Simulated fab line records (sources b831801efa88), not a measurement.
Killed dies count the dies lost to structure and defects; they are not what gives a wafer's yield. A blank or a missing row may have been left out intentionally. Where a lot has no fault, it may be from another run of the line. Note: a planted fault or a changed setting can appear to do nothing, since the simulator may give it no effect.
Code-filled problem report in 8D (eight disciplines) form | flow sfq-line | the parts of the form that need people (team, actions taken, sign-off) are left out

## 1. THE ISSUE
Mean of bias-w at SFQ_TRILAYER_C5_ETCH_VIA_ETCH_154: 70.06 W across 2 wafers in 2 lots; on wafers with no fault it is 79.98 W (standard deviation 0.26). That puts it -38 standard deviations away from the usual mean.
The step: etches SiO2 in CHF3, stops on Nb, target depth 84 nm.
Seen first at day 70 12:13 on rie-diel-03, wafer L492.1. At this step, 42 wafers from 14 lots have a number in the record. Rule for "out", or "out of limits": more than 4 standard deviations from the usual mean. The other wafers with a number count as sound.

## 2. WHAT IT IS, AND WHAT IT ISN'T
question                    | is                | is not
which readings at this step | bias-w            | drypump-motor-current-A, oes-product-au
which lots                  | L492, L493        | L478, L479, L480, L481, L483, L484, L485, L495, L497, L498, L500, L501
which wafers of those lots  | L492.1, L493.4    | L492.2, L492.3, L493.3, L493.6
read on which tools         | rie-diel-03       | rie-diel-01, rie-diel-04
when                        | from day 70 12:13 | up to then (23 sound wafers); but 17 sound wafers of L493, L495, L497, L498, L500, L501 came after

## 3. WHAT RULES OUT EACH SUSPECT
Counting: a tool at a process step up to the reading stays a suspect if it ran every lot that is out. Sound lots after the first of them don't rule it out here, since some wafers of a struck lot are sound.
- pecvd-04 at SFQ_TRILAYER_A5B_DEP_PECVD_129 (deposits SiO2 from SiH4/N2O, time 133.33 s, target thk 600 nm): kept. It ran every lot that is out, first L492 (day 63 14:02).
- rie-diel-03 at SFQ_TRILAYER_C5_ETCH_VIA_ETCH_154 (etches SiO2 in CHF3, stops on Nb, target depth 84 nm): kept. Ran every lot that is out, first one L492 (day 70 12:13); last sound lot up to then L479 (day 58 22:51). Out on those wafers are its own readings of bias-w.
- rie-diel-03, SFQ_TRILAYER_C5_ETCH_VIA_ETCH_154: wafers that are out in chamber 2, sound lot-mates in chambers 0, 1, 3.
The count leaves rie-diel-03 at SFQ_TRILAYER_C5_ETCH_VIA_ETCH_154 and pecvd-04 at SFQ_TRILAYER_A5B_DEP_PECVD_129.

## 4. THE CAUSE (what the simulator had put in)
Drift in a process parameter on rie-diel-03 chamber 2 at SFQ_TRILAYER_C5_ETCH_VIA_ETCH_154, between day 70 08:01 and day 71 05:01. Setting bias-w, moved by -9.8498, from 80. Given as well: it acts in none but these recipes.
After counting, 2 suspects remain, this tool included.

## 5. THE EFFECT CHAIN, in route order
Rows list readings where the struck wafers' mean (over those with a number) sits beyond 3 standard deviations from the usual. Readings are gone through only where the record gives a usual standard deviation; hours: the median, over the lots, of the time from a lot's start at the first step in this table giving one to that lot's start at this step; sigmas: the change measured in usual standard deviations.
hours | step                              | reading | usual   | on struck wafers | change | sigmas
0     | SFQ_TRILAYER_C5_ETCH_VIA_ETCH_154 | bias-w  | 79.98 W | 70.06            | -9.92  | -38
Its process steps:
- SFQ_TRILAYER_C5_ETCH_VIA_ETCH_154: etches SiO2 in CHF3, stops on Nb, target depth 84 nm.

## 6. WHAT WOULD HAVE CAUGHT IT SOONER
4 hours passed between the start of the fault at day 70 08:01 and the first reading out of limits in this record, taken at day 70 12:13.
